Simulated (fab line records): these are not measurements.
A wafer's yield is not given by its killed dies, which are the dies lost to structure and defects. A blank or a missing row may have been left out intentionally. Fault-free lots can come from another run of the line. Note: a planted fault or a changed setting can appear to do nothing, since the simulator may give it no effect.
Which tool was responsible? ; flow sky130 ; 6 lots, 17 wafers sampled, at 2 steps of a route of 708

WHAT THE GAUGES SHOWED, per wafer
SKY_VT_ADJUST_LVTN_OVL_MEAS_07.
lot;measured;on;VT_ADJUST_LVTN_OVL (nm)
L818;day 7 05:37;overlay-02;-0.2 -0.4 -0.5
L820;day 7 21:49;overlay-02;2.3 1.9 2.5
L822;day 8 08:52;overlay-02;2.5 0.6 0.1
L831;day 10 15:51;overlay-02;- -
L836;day 11 21:41;overlay-01;-1.8 -1.6 -0.3
L839;day 12 14:25;overlay-01;-0.9 -0.8 -0.8

EACH LOT AND THE TOOL THAT RAN IT (in order: tool; ch and the chambers of the sampled wafers; start)
lot;SKY_VT_ADJUST_LVTN_DEVELOP_06
L818;litho_track-02 ch 0, day 7 05:00
L820;litho_track-04 ch 0, day 7 21:00
L822;litho_track-03 ch 0, day 8 08:00
L831;litho_track-04 ch 0, day 10 15:00
L836;litho_track-03 ch 0, day 11 21:00
L839;litho_track-02 ch 0, day 12 14:00
- SKY_VT_ADJUST_LVTN_DEVELOP_06: develop time 60 s.

THE ANSWER, worked out from the rows above alone
Rule: what is usual is taken from the lots themselves. Put in order of their means at a reading, lots are off if they are a third of the lots or fewer, leave a main group of 4 or more, and stand apart from it by a gap of 3 or more times the standard deviation of the main group's means; of several such gaps the widest counts. The tables above print the reading to a certain number of digits; a main group whose means all agree to those digits is not used. A lot without any number at a reading at which 4 lots or more have one is off too. The other lots that the step has rows for count as sound.
Off: L831, at SKY_VT_ADJUST_LVTN_OVL_MEAS_07 (VT_ADJUST_LVTN_OVL). Without a number there: L831. For the main group the mean is 0.2 nm and the standard deviation 1.3.
A tool fits if, at a process step before that reading, it ran every lot that is off, and no sound lot after the first of them. The gauges at SKY_VT_ADJUST_LVTN_OVL_MEAS_07 are tried like those tools. Can't be told from this: 2 tools fit, litho_track-04 at SKY_VT_ADJUST_LVTN_DEVELOP_06, overlay-02 at SKY_VT_ADJUST_LVTN_OVL_MEAS_07.

WHAT WAS PUT IN BY THE SIMULATOR
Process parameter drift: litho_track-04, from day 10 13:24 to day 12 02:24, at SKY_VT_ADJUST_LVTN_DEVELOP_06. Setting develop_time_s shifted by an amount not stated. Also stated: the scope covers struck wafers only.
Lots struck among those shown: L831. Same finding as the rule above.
